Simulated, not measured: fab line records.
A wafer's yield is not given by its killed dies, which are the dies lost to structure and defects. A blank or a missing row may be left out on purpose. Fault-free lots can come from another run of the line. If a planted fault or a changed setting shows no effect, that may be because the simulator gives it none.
Which tool did it?    flow sfq line    Sampling: 14 lots, 42 wafers, 6 of 325 route steps

== WHAT EACH GAUGE READ, for each wafer ==
SFQ_I0_BOW_MEAS_907.
lot   measured      on             I0_BOW (um)
L781  day 11 06:31  film metro-02  -6 7 4
L782  day 11 18:27  film metro-01  -4 13 -6
L784  day 12 05:34  film metro-02  -10 -4 -8
L785  day 12 21:19  film metro-04  10 -7 15
L786  day 13 07:16  film metro-04  9 2 2
L787  day 13 15:30  film metro-04  -9 -11 -1
L789  day 14 05:04  film metro-04  7 10 7
L790  day 14 09:34  film metro-01  4 4 -1
L791  day 14 17:04  film metro-04  5 1 7
L792  day 14 17:55  film metro-01  -1 8 2
L793  day 14 23:55  film metro-04  -9 13 3
L795  day 15 04:43  film metro-04  -3 -4 -5
L799  day 17 18:07  film metro-02  2 -5 1 - - -
L800  day 18 04:34  film metro-02  3 10 -7 - - -

SFQ_C5_OVL_MEAS_937.
lot   measured      on          C5_OVL (nm)
L781  day 72 08:23  overlay-02  1 3 -4
L782  day 73 14:28  overlay-02  7 -1 5
L784  day 75 07:16  overlay-01  5 3 4
L785  day 75 08:29  overlay-01  2 -3 0
L786  day 75 16:52  overlay-02  -8 -3 0
L787  day 77 02:28  overlay-02  3 8 5
L789  day 77 06:05  overlay-01  -1 0 -1
L790  day 77 08:29  overlay-01  1 3 0
L791  day 77 10:53  overlay-01  0 7 7
L792  day 77 12:05  overlay-01  0 1 8
L793  day 77 13:17  overlay-01  -8 -4 0
L795  day 77 18:04  overlay-01  0 0 -1
L799  day 79 05:45  overlay-01  1 -5 3
L800  day 79 08:08  overlay-01  2 -5 -1

SFQ_I6_BOW_MEAS_941.
lot   measured      on             I6_BOW (um)
L781  day 72 16:07  film metro-03  -15 -1 -4
L782  day 73 22:27  film metro-03  -7 8 -11
L784  day 75 15:00  film metro-03  -1 5 1
L785  day 75 16:48  film metro-01  24 6 29
L786  day 76 00:24  film metro-02  21 12 15
L787  day 77 13:11  film metro-03  2 0 10
L789  day 77 17:16  film metro-03  13 15 14
L790  day 77 22:14  film metro-03  5 5 0
L791  day 77 23:16  film metro-02  18 14 22
L792  day 78 01:13  film metro-03  14 22 17
L793  day 78 02:16  film metro-01  -4 18 9
L795  day 78 05:13  film metro-01  6 5 4
L799  day 80 05:54  film metro-03  16 7 14
L800  day 80 07:38  film metro-03  4 10 -6

== TOOL THAT RAN EACH LOT (tool first, then ch and the chambers of the sampled wafers, then the start) ==
lot   SFQ_TRILAYER_I0_CMP_CMP_028    SFQ_TRILAYER_I0_METRO_MEASURE_029  SFQ_TRILAYER_I0_VIA_ETCH_VIA_ETCH_034
L781  cmp-01 ch 1,2, day 11 03:27    film metro-02, day 11 07:10        rie diel-02 ch 2,3, day 16 04:28
L782  cmp-01 ch 0,1,3, day 11 16:27  film metro-01, day 11 18:34        rie diel-04 ch 0,3, day 16 16:28
L784  cmp-02 ch 0,2,3, day 12 02:34  film metro-02, day 12 05:41        rie diel-01 ch 0,1,2, day 17 08:04
L785  cmp-01 ch 0,2,3, day 12 19:16  film metro-04, day 12 21:47        rie diel-02 ch 0,1,2, day 18 02:04
L786  cmp-02 ch 1,2,3, day 13 04:46  film metro-04, day 13 07:23        rie diel-01 ch 0,1,2, day 18 06:59
L787  cmp-01 ch 0,1,3, day 13 13:00  film metro-04, day 13 15:37        rie diel-04 ch 0,3, day 19 02:11
L789  cmp-02 ch 0,1,2, day 14 03:32  film metro-04, day 14 05:33        rie diel-04 ch 0,3, day 19 18:59
L790  cmp-01 ch 0,2,3, day 14 07:30  film metro-01, day 14 10:13        rie diel-02 ch 0,1,2, day 19 22:56
L791  cmp-02 ch 1,2, day 14 14:02    film metro-04, day 14 17:33        rie diel-02 ch 1,3, day 20 07:17
L792  cmp-01 ch 0,1, day 14 14:53    film metro-01, day 14 18:24        rie diel-01 ch 0,3, day 20 09:41
L793  cmp-01 ch 0,2,3, day 14 21:53  film metro-04, day 15 00:24        rie diel-04 ch 0,3, day 20 19:17
L795  cmp-02 ch 1,2,3, day 15 02:43  film metro-04, day 15 04:50        rie diel-04 ch 0,2,3, day 21 01:24
L799  cmp-02 ch 0,3, day 17 15:04    film metro-02, day 17 22:03        rie diel-01 ch 2,3, day 24 02:16
L800  cmp-02 ch 0,1,2, day 18 03:04  film metro-02, day 18 09:17        rie diel-02 ch 0,3, day 24 14:16
- SFQ_TRILAYER_I0_CMP_CMP_028: polishes SiO2.
- SFQ_TRILAYER_I0_METRO_MEASURE_029
- SFQ_TRILAYER_I0_VIA_ETCH_VIA_ETCH_034: etches SiO2 in CHF3, stops on Nb, target depth 260 nm.

== WHAT THE TOOLS THEMSELVES READ (means of the sampled wafers that have a number; where no wafer has one, the mark that the record gives instead) ==
SFQ_TRILAYER_I0_CMP_CMP_028.
lot   tool    motor current A (A)  slurry filter dp kPa (kPa)  slurry flow ml min  time to endpoint s (s)
L781  cmp-01  8.9                  13.65                       149.5               215
L782  cmp-01  9.2                  13.48                       149.6               210
L784  cmp-02  10.6                 13.58                       150.1               220
L785  cmp-01  9.6                  13.54                       149.9               228
L786  cmp-02  10.6                 13.46                       150.2               207
L787  cmp-01  9.0                  13.64                       150.1               223
L789  cmp-02  10.2                 13.48                       150.0               210
L790  cmp-01  9.3                  13.63                       150.0               215
L791  cmp-02  9.9                  13.35                       150.1               207
L792  cmp-01  8.3                  13.54                       150.3               216
L793  cmp-01  9.5                  13.44                       150.1               222
L795  cmp-02  10.5                 13.49                       149.9               216
L799  cmp-02  10.8                 13.54                       149.7               213
L800  cmp-02  10.2                 13.54                       150.2               212

SFQ_TRILAYER_I0_METRO_MEASURE_029.
lot   tool           thk nm (nm)
L781  film metro-02  200.1
L782  film metro-01  200.1
L784  film metro-02  199.7
L785  film metro-04  199.4
L786  film metro-04  199.0
L787  film metro-04  197.8
L789  film metro-04  198.5
L790  film metro-01  199.3
L791  film metro-04  199.3
L792  film metro-01  200.3
L793  film metro-04  199.1
L795  film metro-04  200.2
L799  film metro-02  210.9
L800  film metro-02  205.2

SFQ_TRILAYER_I0_VIA_ETCH_VIA_ETCH_034.
lot   tool         drypump motor current A (A)  oes product au (a.u.)
L781  rie diel-02  6.0                          0.852
L782  rie diel-04  5.6                          0.854
L784  rie diel-01  5.7                          0.859
L785  rie diel-02  5.7                          0.853
L786  rie diel-01  5.7                          0.849
L787  rie diel-04  5.8                          0.854
L789  rie diel-04  5.7                          0.854
L790  rie diel-02  5.7                          0.855
L791  rie diel-02  5.5                          0.851
L792  rie diel-01  5.7                          0.858
L793  rie diel-04  5.8                          0.854
L795  rie diel-04  5.6                          0.854
L799  rie diel-01  5.4                          0.880
L800  rie diel-02  6.1                          0.869

== THE ANSWER, worked out from the rows above alone ==
Rule: the usual values come from the lots themselves. Put in order of their means at a reading, lots are off if they are a third of the lots or fewer, leave a main group of 4 or more, and stand apart from it by a gap of 3 or more times the standard deviation of the main group's means; of several such gaps the widest counts. Not used: any main group whose means are identical at the precision the tables above print for the reading. A lot without any number at a reading at which 4 lots or more have one is off too. Any other lot the step has rows for is counted as sound. The gauges are gone through in route order, then the tools' own readings, and for those a lot's mean is taken as printed above. The first step at which some lot is off is used, and at that step the reading that is off furthest; a lot without a number counts as furthest.
Off: L799, L800 (SFQ_TRILAYER_I0_METRO_MEASURE_029, thk nm). For the main group the mean is 199.4 nm and the standard deviation 0.72.
A tool fits if, at that step or a process step before it, it ran every lot that is off, and no sound lot after the first of them. 2 tools fit, cmp-02 at SFQ_TRILAYER_I0_CMP_CMP_028 and film metro-02 at SFQ_TRILAYER_I0_METRO_MEASURE_029, so this cannot tell which one it is.

== WHAT THE SIMULATOR PUT IN ==
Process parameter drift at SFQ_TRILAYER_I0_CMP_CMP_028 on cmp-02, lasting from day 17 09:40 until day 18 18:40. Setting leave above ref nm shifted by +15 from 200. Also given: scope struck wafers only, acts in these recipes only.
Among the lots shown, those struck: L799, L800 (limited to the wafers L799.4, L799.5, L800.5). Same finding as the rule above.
